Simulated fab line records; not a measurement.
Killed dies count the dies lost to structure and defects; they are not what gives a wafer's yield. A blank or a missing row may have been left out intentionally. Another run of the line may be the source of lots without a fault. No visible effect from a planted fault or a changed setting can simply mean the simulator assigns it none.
The tool behind it: which one? || flow sky130 || 12 lots, 36 wafers sampled, at 2 steps of a route of 708

## WHAT THE GAUGES SHOWED, per wafer
SKY_SONOS_ONO_OVL_MEAS_14. Usual: SONOS_ONO_OVL -1.0 nm, standard deviation 1.
{"lot": "L759", "measured": "day 13 11:31", "on": "overlay-02", "SONOS_ONO_OVL (nm)": "-1.7 -1.4 -2.7", "flag": ""}
{"lot": "L758", "measured": "day 13 15:59", "on": "overlay-02", "SONOS_ONO_OVL (nm)": "-1.9 -0.7 -1.7", "flag": ""}
{"lot": "L760", "measured": "day 13 16:59", "on": "overlay-01", "SONOS_ONO_OVL (nm)": "-0.4 0.3 -1.0", "flag": ""}
{"lot": "L764", "measured": "day 14 17:16", "on": "overlay-02", "SONOS_ONO_OVL (nm)": "-0.5 -0.4 -0.4", "flag": ""}
{"lot": "L769", "measured": "day 16 09:43", "on": "overlay-01", "SONOS_ONO_OVL (nm)": "-0.6 -2.0 -1.9", "flag": ""}
{"lot": "L770", "measured": "day 16 19:10", "on": "overlay-01", "SONOS_ONO_OVL (nm)": "-2.3 -3.4 -1.4", "flag": ""}
{"lot": "L771", "measured": "day 18 04:25", "on": "overlay-02", "SONOS_ONO_OVL (nm)": "-0.1 0.3 -0.5", "flag": ""}
{"lot": "L774", "measured": "day 18 17:37", "on": "overlay-01", "SONOS_ONO_OVL (nm)": "-0.2 0.1 -0.6", "flag": ""}
{"lot": "L776", "measured": "day 19 05:40", "on": "overlay-01", "SONOS_ONO_OVL (nm)": "-2.6 -2.7 -2.2", "flag": ""}
{"lot": "L775", "measured": "day 19 08:58", "on": "overlay-01", "SONOS_ONO_OVL (nm)": "-2.2 -0.5 -1.8", "flag": ""}
{"lot": "L778", "measured": "day 19 22:31", "on": "overlay-02", "SONOS_ONO_OVL (nm)": "-1.5 -0.5 0.0", "flag": ""}
{"lot": "L780", "measured": "day 20 17:52", "on": "overlay-01", "SONOS_ONO_OVL (nm)": "2.1 -0.4 -2.1", "flag": ""}

## EACH LOT AND THE TOOL THAT RAN IT (in order: tool; ch and the chambers of the sampled wafers; start)
{"lot": "L759", "SKY_VT_ADJUST_NCORE_STRIP_10": "plasma-asher-03 ch 0,1, day 9 07:28"}
{"lot": "L758", "SKY_VT_ADJUST_NCORE_STRIP_10": "plasma-asher-02 ch 0,1, day 9 07:56"}
{"lot": "L760", "SKY_VT_ADJUST_NCORE_STRIP_10": "plasma-asher-02 ch 1, day 9 11:10"}
{"lot": "L764", "SKY_VT_ADJUST_NCORE_STRIP_10": "plasma-asher-02 ch 0, day 10 07:52"}
{"lot": "L769", "SKY_VT_ADJUST_NCORE_STRIP_10": "plasma-asher-01 ch 0,1, day 11 20:51"}
{"lot": "L770", "SKY_VT_ADJUST_NCORE_STRIP_10": "plasma-asher-01 ch 0,1, day 12 04:04"}
{"lot": "L771", "SKY_VT_ADJUST_NCORE_STRIP_10": "plasma-asher-02 ch 0,1, day 12 18:51"}
{"lot": "L774", "SKY_VT_ADJUST_NCORE_STRIP_10": "plasma-asher-03 ch 0,1, day 13 21:16"}
{"lot": "L776", "SKY_VT_ADJUST_NCORE_STRIP_10": "plasma-asher-02 ch 0,1, day 14 08:22"}
{"lot": "L775", "SKY_VT_ADJUST_NCORE_STRIP_10": "plasma-asher-01 ch 0,1, day 14 09:55"}
{"lot": "L778", "SKY_VT_ADJUST_NCORE_STRIP_10": "plasma-asher-02 ch 0,1, day 14 17:43"}
{"lot": "L780", "SKY_VT_ADJUST_NCORE_STRIP_10": "plasma-asher-02 ch 0,1, day 15 11:07"}
- SKY_VT_ADJUST_NCORE_STRIP_10: strips in O2/N2.

## AS READ BY THE TOOLS THEMSELVES (means over the sampled wafers that have a number; for cases with no such wafer, the mark the record gives instead)
SKY_VT_ADJUST_NCORE_STRIP_10. Usual: drypump-motor-current-A 5.6 A, standard deviation 0.42; oes-product-au 0.715 a.u., standard deviation 0.0047; strip-time-to-endpoint-s 14.21 s, standard deviation 0.035.
{"lot": "L759", "tool": "plasma-asher-03", "drypump-motor-current-A (A)": 5.6, "oes-product-au (a.u.)": 0.713, "strip-time-to-endpoint-s (s)": 14.18, "flag": ""}
{"lot": "L758", "tool": "plasma-asher-02", "drypump-motor-current-A (A)": 5.6, "oes-product-au (a.u.)": 0.715, "strip-time-to-endpoint-s (s)": 14.20, "flag": ""}
{"lot": "L760", "tool": "plasma-asher-02", "drypump-motor-current-A (A)": 5.4, "oes-product-au (a.u.)": 0.715, "strip-time-to-endpoint-s (s)": 14.16, "flag": ""}
{"lot": "L764", "tool": "plasma-asher-02", "drypump-motor-current-A (A)": 6.0, "oes-product-au (a.u.)": 0.715, "strip-time-to-endpoint-s (s)": 14.21, "flag": ""}
{"lot": "L769", "tool": "plasma-asher-01", "drypump-motor-current-A (A)": 5.5, "oes-product-au (a.u.)": 0.712, "strip-time-to-endpoint-s (s)": 14.16, "flag": ""}
{"lot": "L770", "tool": "plasma-asher-01", "drypump-motor-current-A (A)": 5.5, "oes-product-au (a.u.)": 0.714, "strip-time-to-endpoint-s (s)": 14.26, "flag": ""}
{"lot": "L771", "tool": "plasma-asher-02", "drypump-motor-current-A (A)": 5.6, "oes-product-au (a.u.)": 0.717, "strip-time-to-endpoint-s (s)": 14.14, "flag": ""}
{"lot": "L774", "tool": "plasma-asher-03", "drypump-motor-current-A (A)": 5.3, "oes-product-au (a.u.)": 0.716, "strip-time-to-endpoint-s (s)": 14.24, "flag": ""}
{"lot": "L776", "tool": "plasma-asher-02", "drypump-motor-current-A (A)": 5.8, "oes-product-au (a.u.)": 0.713, "strip-time-to-endpoint-s (s)": 14.21, "flag": ""}
{"lot": "L775", "tool": "plasma-asher-01", "drypump-motor-current-A (A)": 5.2, "oes-product-au (a.u.)": 0.719, "strip-time-to-endpoint-s (s)": 14.23, "flag": ""}
{"lot": "L778", "tool": "plasma-asher-02", "drypump-motor-current-A (A)": 5.6, "oes-product-au (a.u.)": 0.716, "strip-time-to-endpoint-s (s)": 14.21, "flag": ""}
{"lot": "L780", "tool": "plasma-asher-02", "drypump-motor-current-A (A)": 5.6, "oes-product-au (a.u.)": 0.710, "strip-time-to-endpoint-s (s)": 14.17, "flag": ""}

## THE ANSWER, worked out from the rows above alone
Rule: lot off if the mean of its wafers having a number is beyond 3 standard deviations from the usual mean. Also off: a lot with no number at a reading for which 4 or more lots have one. Any other lot the step has rows for is counted as sound. After the gauges, taken in route order, come the tools' own readings; for these a lot's mean is taken, as printed above. At the first step where some lot is off, the reading lying furthest off is the one used; lots without a number count as furthest.
Nothing can be told from this: no lot is off at any reading shown.

## WHAT HAD BEEN PUT IN BY THE SIMULATOR
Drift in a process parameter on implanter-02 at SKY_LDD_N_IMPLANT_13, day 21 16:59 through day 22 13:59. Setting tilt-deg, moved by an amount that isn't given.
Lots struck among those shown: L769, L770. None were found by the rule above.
